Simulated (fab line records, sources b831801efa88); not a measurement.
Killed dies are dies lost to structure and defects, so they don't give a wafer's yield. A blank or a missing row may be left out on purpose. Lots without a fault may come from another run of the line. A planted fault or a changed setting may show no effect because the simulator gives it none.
A struck lot beside a sound one | flow gf180mcu | 31 steps out of a route of 602
Sound: wafers L760.2, L760.3, L760.6. Struck: wafer L776.3. (L776.4 of the same lot was not struck and is left out.) The cause comes at the end.
At each step with rows: each side's tool, then ch and its chambers, then its first start. Under that, the readings that differ: sound wafers | struck wafers | difference of the means | sigmas: that difference in standard deviations of wafers without a fault.
alike: readings whose means differ by less than 2 such deviations, and words and numbers that are the same on both sides. not compared: withheld readings, readings that some wafer has no value for, bounds like >300 that may hide the same value, and numbers for which the record gives no deviation and whose values overlap.
The two part at a step that has a row with sigmas, a row that says differs or no value, or rows on one side only. Numbers that don't overlap but have no deviation are shown without sigmas and don't part them. A reading that every wafer of one side lacks parts them only if that side has two wafers or more.

first, 9 steps without rows for these wafers: GF_M1_SOFTBAKE_10 (time 60 s); GF_M1_EXPOSE_11 (exposes mask Metal1, target cd 230 nm); GF_M1_PEB_12 (peb time 90 s); GF_M1_DEVELOP_13 (develop time 60 s); GF_M1_METAL_ETCH_16 (etches the open film in Cl2/BCl3, stops on SiO2, target depth 627.5 nm, time 104.6 s); GF_M1_STRIP_17 (strips in O2/N2); GF_M1_STRIP_18 (strips in post etch residue remover, time 1200 s); GF_M1_CLEAN_19 (cleans in DIW); GF_V1_CVD_00 (deposits SiO2, target thk 600 nm, time 100 s).
GF_V1_CVD_02: deposits SiO2 from TEOS, target thk 850 nm, time 94.851 s.
  sound on pecvd-02 ch 0,1, day 17 16:14; struck on pecvd-02 ch 1, day 23 00:58
  reading                             | sound             | struck | difference | sigmas
  run_length_s (s)                    | 122.0 123.0 123.1 | 73.9   | -48.8      | -99 or more
  model.SiO2_of_V1_CVD_02.thk_nm (nm) | 834.8 835.7 848.6 | 412.5  | -427.2     |
  alike: heater_power_w
GF_V1_THK_MEAS_03:
  sound on film_metro-03, day 17 16:19; struck on film_metro-04, day 23 01:03
  reading            | sound       | struck | difference | sigmas
  V1_CVD_02_THK (nm) | 834 836 849 | 413    | -427       | -44
GF_V1_CMP_04: polishes SiO2.
  sound on cmp-01 ch 0,2,3, day 17 16:28; struck on cmp-01 ch 1, day 23 01:05
  reading                | sound    | struck | difference | sigmas
  time_to_endpoint_s (s) | 71 71 75 | 25     | -47        | -8
  alike: head_pressure_psi, motor_current_A, slurry_flow_ml_min
then, 9 steps without rows for these wafers: GF_V1_DEHYDRATE_06 (time 60 s); GF_V1_HMDS_07 (prime time 60 s); GF_V1_COAT_08; GF_V1_COAT_09 (resist thk 1000 nm); GF_V1_SOFTBAKE_10 (time 60 s); GF_V1_EXPOSE_11 (exposes mask Via1, target cd 260 nm); GF_V1_PEB_12 (peb time 90 s); GF_V1_DEVELOP_13 (develop time 60 s); GF_V1_ETCH_16 (etches BARC in N2/H2).
GF_V1_ETCH_17: etches SiO2 in C4F8/O2/Ar, stops on TiN, target depth 630 nm.
  sound on rie_diel-02 ch 0,2; struck on rie_diel-04 ch 1
  reading                        | sound             | struck | difference | sigmas
  oes_product_au (a.u.)          | 0.850 0.854 0.857 | 0.688  | -0.166     | -37
  model.etch.depth_nm (nm)       | 632.1 632.8 632   | 412.5  | -219.8     |
  model.V1.feature_depth_nm (nm) | 632.1 632.8 632   | 412.5  | -219.8     |
then, 6 steps without rows for these wafers: GF_V1_STRIP_18 (strips in O2/N2); GF_V1_STRIP_19 (strips in post etch residue remover, time 1200 s); GF_V1_CLEAN_20 (cleans in DIW); GF_V1_SPUTTER_21 (material Ti, target thk 15 nm, time 80.02 s); GF_V1_SPUTTER_22 (material TiN, target thk 10 nm, time 40 s); GF_V1_CVD_23 (deposits W, target thk 350 nm, time 105.05 s).
GF_V1_CMP_26: polishes, stops on SiO2, t overpolish 15 s, target thk 0 nm.
  sound on cmp-02 ch 0,1,2, day 18 17:38; struck on cmp-02 ch 3, day 24 01:48
  reading                             | sound           | struck | difference | sigmas
  model.SiO2_of_V1_CVD_02.thk_nm (nm) | 628.3 629 628.2 | 408.7  | -219.8     |
  alike: head_pressure_psi, motor_current_A, overpolish_run_s, slurry_flow_ml_min, time_to_endpoint_s
then, 1 step without rows for these wafers: GF_M2_SPUTTER_00 (material Ti, target thk 37.5 nm, time 150 s).
-- the record jumps here: 9 days lie between the struck wafers' starts before and after (it left off in module M2 and takes up again in module PASSIVATION, whose first step shown is number 602 of the route) --
GF_PASSIVATION_PROBE_99:
  sound on prober-01, day 29 13:29; struck on prober-01, day 33 12:08
  reading                               | sound                | struck    | difference | sigmas
  model.etest.tester.sort_n_pass        | 454 445 441          | 261       | -186       |
  model.etest.tester.sort_yield_pct (%) | 92.28 90.45 89.63    | 53.05     | -37.74     |
  model.etest.tester.sort_bin_3_pct (%) | 0.2033 0.2033 0.4065 | 37.4      | +37.1      |
  model.etest.met2_comb.leak_log10_a_um | -11.92 -12.04 -12.1  | -7.114    | +4.906     |
  model.etest.via1_chain.rc_ohm         | 6.291 6.488 6.307    | 5.577     | -0.785     |
  model.etest.tester.sort_bin_8_pct (%) | 0 0 0                | 2.465e-10 | +2.465e-10 |

WHERE THEY PART
First at GF_V1_CVD_02; last, within this record, at GF_V1_ETCH_17. Later steps at which nothing parts them and some readings are alike: GF_V1_CMP_26.

WHY: what the simulator had put in
Process parameter drift: pecvd-02, from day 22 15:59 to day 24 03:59, at GF_V1_CVD_02. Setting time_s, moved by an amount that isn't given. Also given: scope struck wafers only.
